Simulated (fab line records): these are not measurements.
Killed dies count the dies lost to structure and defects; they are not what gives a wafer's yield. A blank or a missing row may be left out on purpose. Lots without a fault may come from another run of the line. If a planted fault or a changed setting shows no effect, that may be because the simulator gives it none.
Which of the tools did it? || flow sky130 || 13 lots with 39 wafers sampled at 4 steps, on a route of 708 steps

WHAT EACH GAUGE READ, for each wafer
SKY_SD_N_RS_MEAS_17: uses a four-point probe to measure. Usual: for SD_P_RS the level is 147.0 ohm/sq and the standard deviation is 0.32.
{"lot": "L720", "measured": "day 28 11:20", "on": "film_metro-03", "SD_P_RS (ohm/sq)": "147.0 146.8 147.0", "flag": ""}
{"lot": "L724", "measured": "day 30 12:13", "on": "film_metro-01", "SD_P_RS (ohm/sq)": "147.0 147.1 147.0", "flag": ""}
{"lot": "L725", "measured": "day 30 13:42", "on": "film_metro-01", "SD_P_RS (ohm/sq)": "147.0 147.4 146.9", "flag": ""}
{"lot": "L728", "measured": "day 31 12:47", "on": "film_metro-03", "SD_P_RS (ohm/sq)": "148.0 147.4 147.9", "flag": ""}
{"lot": "L730", "measured": "day 32 08:49", "on": "film_metro-01", "SD_P_RS (ohm/sq)": "147.0 147.5 147.0", "flag": ""}
{"lot": "L734", "measured": "day 33 10:59", "on": "film_metro-04", "SD_P_RS (ohm/sq)": "147.4 147.3 147.0", "flag": ""}
{"lot": "L733", "measured": "day 33 11:20", "on": "film_metro-03", "SD_P_RS (ohm/sq)": "147.4 146.8 146.9", "flag": ""}
{"lot": "L735", "measured": "day 33 14:29", "on": "film_metro-03", "SD_P_RS (ohm/sq)": "146.8 147.0 147.4", "flag": ""}
{"lot": "L736", "measured": "day 33 18:19", "on": "film_metro-04", "SD_P_RS (ohm/sq)": "146.5 146.7 146.9", "flag": ""}
{"lot": "L738", "measured": "day 35 00:44", "on": "film_metro-03", "SD_P_RS (ohm/sq)": "147.3 147.6 147.6", "flag": ""}
{"lot": "L739", "measured": "day 35 01:59", "on": "film_metro-04", "SD_P_RS (ohm/sq)": "146.0 147.0 147.1", "flag": ""}
{"lot": "L740", "measured": "day 35 06:16", "on": "film_metro-01", "SD_P_RS (ohm/sq)": "146.6 146.3 146.9", "flag": ""}
{"lot": "L741", "measured": "day 35 06:52", "on": "film_metro-01", "SD_P_RS (ohm/sq)": "146.9 146.9 147.2", "flag": ""}

WHAT TOOL EACH LOT RAN ON (gives the tool, then ch and the chambers of the sampled wafers, and finally the start)
{"lot": "L720", "SKY_POLY_CUT_STRIP_12": "plasma_asher-01 ch 0,1, day 24 19:38", "SKY_SD_P_STRIP_10": "plasma_asher-01 ch 0,1, day 26 01:13", "SKY_RES_XHIGH_COAT_02": "litho_track-03 ch 0, day 26 15:47"}
{"lot": "L724", "SKY_POLY_CUT_STRIP_12": "plasma_asher-04 ch 0, day 26 12:37", "SKY_SD_P_STRIP_10": "plasma_asher-04 ch 1, day 27 16:47", "SKY_RES_XHIGH_COAT_02": "litho_track-03 ch 0, day 28 06:52"}
{"lot": "L725", "SKY_POLY_CUT_STRIP_12": "plasma_asher-04 ch 0, day 26 21:40", "SKY_SD_P_STRIP_10": "plasma_asher-01 ch 0,1, day 28 02:28", "SKY_RES_XHIGH_COAT_02": "litho_track-04 ch 0, day 28 16:55"}
{"lot": "L728", "SKY_POLY_CUT_STRIP_12": "plasma_asher-04 ch 0,1, day 28 09:07", "SKY_SD_P_STRIP_10": "plasma_asher-04 ch 0,1, day 29 13:31", "SKY_RES_XHIGH_COAT_02": "litho_track-03, day 30 03:02"}
{"lot": "L730", "SKY_POLY_CUT_STRIP_12": "plasma_asher-04 ch 0,1, day 28 20:56", "SKY_SD_P_STRIP_10": "plasma_asher-01 ch 0,1, day 30 10:46", "SKY_RES_XHIGH_COAT_02": "litho_track-04, day 30 15:17"}
{"lot": "L734", "SKY_POLY_CUT_STRIP_12": "plasma_asher-04 ch 0,1, day 30 10:38", "SKY_SD_P_STRIP_10": "plasma_asher-01 ch 0,1, day 31 04:37", "SKY_RES_XHIGH_COAT_02": "litho_track-04 ch 0, day 31 17:22"}
{"lot": "L733", "SKY_POLY_CUT_STRIP_12": "plasma_asher-04 ch 0,1, day 30 10:46", "SKY_SD_P_STRIP_10": "plasma_asher-04 ch 0,1, day 31 05:52", "SKY_RES_XHIGH_COAT_02": "litho_track-04 ch 0, day 31 18:22"}
{"lot": "L735", "SKY_POLY_CUT_STRIP_12": "plasma_asher-01 ch 0,1, day 30 11:36", "SKY_SD_P_STRIP_10": "plasma_asher-02 ch 0,1, day 31 08:34", "SKY_RES_XHIGH_COAT_02": "litho_track-04 ch 0, day 31 20:32"}
{"lot": "L736", "SKY_POLY_CUT_STRIP_12": "plasma_asher-03 ch 0,1, day 30 13:04", "SKY_SD_P_STRIP_10": "plasma_asher-02 ch 0,1, day 31 12:38", "SKY_RES_XHIGH_COAT_02": "litho_track-03 ch 0, day 32 00:35"}
{"lot": "L738", "SKY_POLY_CUT_STRIP_12": "plasma_asher-03 ch 0,1, day 31 16:22", "SKY_SD_P_STRIP_10": "plasma_asher-04 ch 0,1, day 32 19:50", "SKY_RES_XHIGH_COAT_02": "litho_track-04 ch 0, day 33 07:19"}
{"lot": "L739", "SKY_POLY_CUT_STRIP_12": "plasma_asher-03 ch 0,1, day 31 16:29", "SKY_SD_P_STRIP_10": "plasma_asher-04 ch 0,1, day 32 20:08", "SKY_RES_XHIGH_COAT_02": "litho_track-02 ch 0, day 33 08:19"}
{"lot": "L740", "SKY_POLY_CUT_STRIP_12": "plasma_asher-03 ch 0, day 31 20:46", "SKY_SD_P_STRIP_10": "plasma_asher-04 ch 0,1, day 33 00:02", "SKY_RES_XHIGH_COAT_02": "litho_track-02 ch 0, day 33 13:30"}
{"lot": "L741", "SKY_POLY_CUT_STRIP_12": "plasma_asher-03 ch 0,1, day 31 21:22", "SKY_SD_P_STRIP_10": "plasma_asher-02 ch 0,1, day 33 00:38", "SKY_RES_XHIGH_COAT_02": "litho_track-02 ch 0, day 33 14:42"}
- SKY_POLY_CUT_STRIP_12: strips in O2/N2.
- SKY_SD_P_STRIP_10: strips in O2/N2.
- SKY_RES_XHIGH_COAT_02: resist thk 1140 nm.

WHAT THE TOOLS THEMSELVES READ (means of the sampled wafers that have a number; where no wafer has one, the mark that the record gives instead)
SKY_POLY_CUT_STRIP_12. Usual: drypump_motor_current_A 5.4 A, standard deviation 0.36; oes_product_au 0.452 a.u., standard deviation 0.0041; strip_time_to_endpoint_s 5.362 s, standard deviation 0.017.
{"lot": "L720", "tool": "plasma_asher-01", "drypump_motor_current_A (A)": 5.1, "oes_product_au (a.u.)": 0.451, "strip_time_to_endpoint_s (s)": 5.372, "flag": ""}
{"lot": "L724", "tool": "plasma_asher-04", "drypump_motor_current_A (A)": 5.7, "oes_product_au (a.u.)": 0.454, "strip_time_to_endpoint_s (s)": 5.371, "flag": ""}
{"lot": "L725", "tool": "plasma_asher-04", "drypump_motor_current_A (A)": 5.6, "oes_product_au (a.u.)": 0.453, "strip_time_to_endpoint_s (s)": 5.381, "flag": ""}
{"lot": "L728", "tool": "plasma_asher-04", "drypump_motor_current_A (A)": 5.3, "oes_product_au (a.u.)": 0.451, "strip_time_to_endpoint_s (s)": 5.350, "flag": ""}
{"lot": "L730", "tool": "plasma_asher-04", "drypump_motor_current_A (A)": 5.3, "oes_product_au (a.u.)": 0.454, "strip_time_to_endpoint_s (s)": 5.368, "flag": ""}
{"lot": "L734", "tool": "plasma_asher-04", "drypump_motor_current_A (A)": 5.5, "oes_product_au (a.u.)": 0.452, "strip_time_to_endpoint_s (s)": 5.368, "flag": ""}
{"lot": "L733", "tool": "plasma_asher-04", "drypump_motor_current_A (A)": 5.5, "oes_product_au (a.u.)": 0.451, "strip_time_to_endpoint_s (s)": 5.346, "flag": ""}
{"lot": "L735", "tool": "plasma_asher-01", "drypump_motor_current_A (A)": 5.4, "oes_product_au (a.u.)": 0.451, "strip_time_to_endpoint_s (s)": 5.354, "flag": ""}
{"lot": "L736", "tool": "plasma_asher-03", "drypump_motor_current_A (A)": 5.3, "oes_product_au (a.u.)": 0.457, "strip_time_to_endpoint_s (s)": 5.362, "flag": ""}
{"lot": "L738", "tool": "plasma_asher-03", "drypump_motor_current_A (A)": 5.6, "oes_product_au (a.u.)": 0.449, "strip_time_to_endpoint_s (s)": 5.343, "flag": ""}
{"lot": "L739", "tool": "plasma_asher-03", "drypump_motor_current_A (A)": 5.4, "oes_product_au (a.u.)": 0.450, "strip_time_to_endpoint_s (s)": 5.357, "flag": ""}
{"lot": "L740", "tool": "plasma_asher-03", "drypump_motor_current_A (A)": 5.0, "oes_product_au (a.u.)": 0.452, "strip_time_to_endpoint_s (s)": 5.325, "flag": ""}
{"lot": "L741", "tool": "plasma_asher-03", "drypump_motor_current_A (A)": 5.6, "oes_product_au (a.u.)": 0.456, "strip_time_to_endpoint_s (s)": 5.361, "flag": ""}

SKY_SD_P_STRIP_10. Usual: drypump_motor_current_A 5.5 A, standard deviation 0.57; oes_product_au 0.618 a.u., standard deviation 0.0045; strip_time_to_endpoint_s 17.49 s, standard deviation 0.033.
{"lot": "L720", "tool": "plasma_asher-01", "drypump_motor_current_A (A)": 5.4, "oes_product_au (a.u.)": 0.619, "strip_time_to_endpoint_s (s)": 17.51, "flag": ""}
{"lot": "L724", "tool": "plasma_asher-04", "drypump_motor_current_A (A)": 5.1, "oes_product_au (a.u.)": 0.611, "strip_time_to_endpoint_s (s)": 17.48, "flag": ""}
{"lot": "L725", "tool": "plasma_asher-01", "drypump_motor_current_A (A)": 5.4, "oes_product_au (a.u.)": 0.620, "strip_time_to_endpoint_s (s)": 17.54, "flag": ""}
{"lot": "L728", "tool": "plasma_asher-04", "drypump_motor_current_A (A)": 5.4, "oes_product_au (a.u.)": 0.622, "strip_time_to_endpoint_s (s)": 17.51, "flag": ""}
{"lot": "L730", "tool": "plasma_asher-01", "drypump_motor_current_A (A)": 5.4, "oes_product_au (a.u.)": 0.616, "strip_time_to_endpoint_s (s)": 17.51, "flag": ""}
{"lot": "L734", "tool": "plasma_asher-01", "drypump_motor_current_A (A)": 5.1, "oes_product_au (a.u.)": 0.619, "strip_time_to_endpoint_s (s)": 17.48, "flag": ""}
{"lot": "L733", "tool": "plasma_asher-04", "drypump_motor_current_A (A)": 5.3, "oes_product_au (a.u.)": 0.617, "strip_time_to_endpoint_s (s)": 17.48, "flag": ""}
{"lot": "L735", "tool": "plasma_asher-02", "drypump_motor_current_A (A)": 6.3, "oes_product_au (a.u.)": 0.620, "strip_time_to_endpoint_s (s)": 17.49, "flag": ""}
{"lot": "L736", "tool": "plasma_asher-02", "drypump_motor_current_A (A)": 6.3, "oes_product_au (a.u.)": 0.615, "strip_time_to_endpoint_s (s)": 17.49, "flag": ""}
{"lot": "L738", "tool": "plasma_asher-04", "drypump_motor_current_A (A)": 5.3, "oes_product_au (a.u.)": 0.618, "strip_time_to_endpoint_s (s)": 17.51, "flag": ""}
{"lot": "L739", "tool": "plasma_asher-04", "drypump_motor_current_A (A)": 5.5, "oes_product_au (a.u.)": 0.621, "strip_time_to_endpoint_s (s)": 17.48, "flag": ""}
{"lot": "L740", "tool": "plasma_asher-04", "drypump_motor_current_A (A)": 5.5, "oes_product_au (a.u.)": 0.626, "strip_time_to_endpoint_s (s)": 17.48, "flag": ""}
{"lot": "L741", "tool": "plasma_asher-02", "drypump_motor_current_A (A)": 6.3, "oes_product_au (a.u.)": 0.612, "strip_time_to_endpoint_s (s)": 17.51, "flag": ""}

SKY_RES_XHIGH_COAT_02. Usual: chill_plate_temp_C 23.00 C, standard deviation 0.095; dispense_pressure_kPa 47.3 kPa, standard deviation 2.5.
{"lot": "L720", "tool": "litho_track-03", "chill_plate_temp_C (C)": 22.90, "dispense_pressure_kPa (kPa)": 48.9, "flag": ""}
{"lot": "L724", "tool": "litho_track-03", "chill_plate_temp_C (C)": 23.16, "dispense_pressure_kPa (kPa)": 49.0, "flag": ""}
{"lot": "L725", "tool": "litho_track-04", "chill_plate_temp_C (C)": 23.06, "dispense_pressure_kPa (kPa)": 44.4, "flag": ""}
{"lot": "L728", "tool": "litho_track-03", "chill_plate_temp_C (C)": "-", "dispense_pressure_kPa (kPa)": "-", "flag": "OFF"}
{"lot": "L730", "tool": "litho_track-04", "chill_plate_temp_C (C)": "-", "dispense_pressure_kPa (kPa)": "-", "flag": "OFF"}
{"lot": "L734", "tool": "litho_track-04", "chill_plate_temp_C (C)": 22.96, "dispense_pressure_kPa (kPa)": 44.4, "flag": ""}
{"lot": "L733", "tool": "litho_track-04", "chill_plate_temp_C (C)": 22.98, "dispense_pressure_kPa (kPa)": 44.4, "flag": ""}
{"lot": "L735", "tool": "litho_track-04", "chill_plate_temp_C (C)": 23.03, "dispense_pressure_kPa (kPa)": 44.4, "flag": ""}
{"lot": "L736", "tool": "litho_track-03", "chill_plate_temp_C (C)": 22.99, "dispense_pressure_kPa (kPa)": 49.0, "flag": ""}
{"lot": "L738", "tool": "litho_track-04", "chill_plate_temp_C (C)": 22.87, "dispense_pressure_kPa (kPa)": 44.4, "flag": ""}
{"lot": "L739", "tool": "litho_track-02", "chill_plate_temp_C (C)": 23.09, "dispense_pressure_kPa (kPa)": 49.7, "flag": ""}
{"lot": "L740", "tool": "litho_track-02", "chill_plate_temp_C (C)": 22.98, "dispense_pressure_kPa (kPa)": 49.7, "flag": ""}
{"lot": "L741", "tool": "litho_track-02", "chill_plate_temp_C (C)": 23.12, "dispense_pressure_kPa (kPa)": 49.7, "flag": ""}

THE ANSWER, worked out from the rows above alone
Rule: a lot is off if the mean of its wafers that have a number lies more than 3 standard deviations from the usual mean. Also off: a lot with no number at a reading for which 4 or more lots have one. The other lots that the step has rows for count as sound. First the gauges in route order, then the tools' own readings, where a lot's mean is used as printed above. At the first step where some lot is off, the reading lying furthest off is the one used; lots without a number count as furthest.
Off: L728, L730, at SKY_RES_XHIGH_COAT_02 (chill_plate_temp_C). Without a number there: L728, L730.
If a tool, at that step or one of the process steps before it, ran each lot that is off and ran no sound lot following the first of them, it fits. Not one of the candidates tried fits.

WHAT WAS PUT IN BY THE SIMULATOR
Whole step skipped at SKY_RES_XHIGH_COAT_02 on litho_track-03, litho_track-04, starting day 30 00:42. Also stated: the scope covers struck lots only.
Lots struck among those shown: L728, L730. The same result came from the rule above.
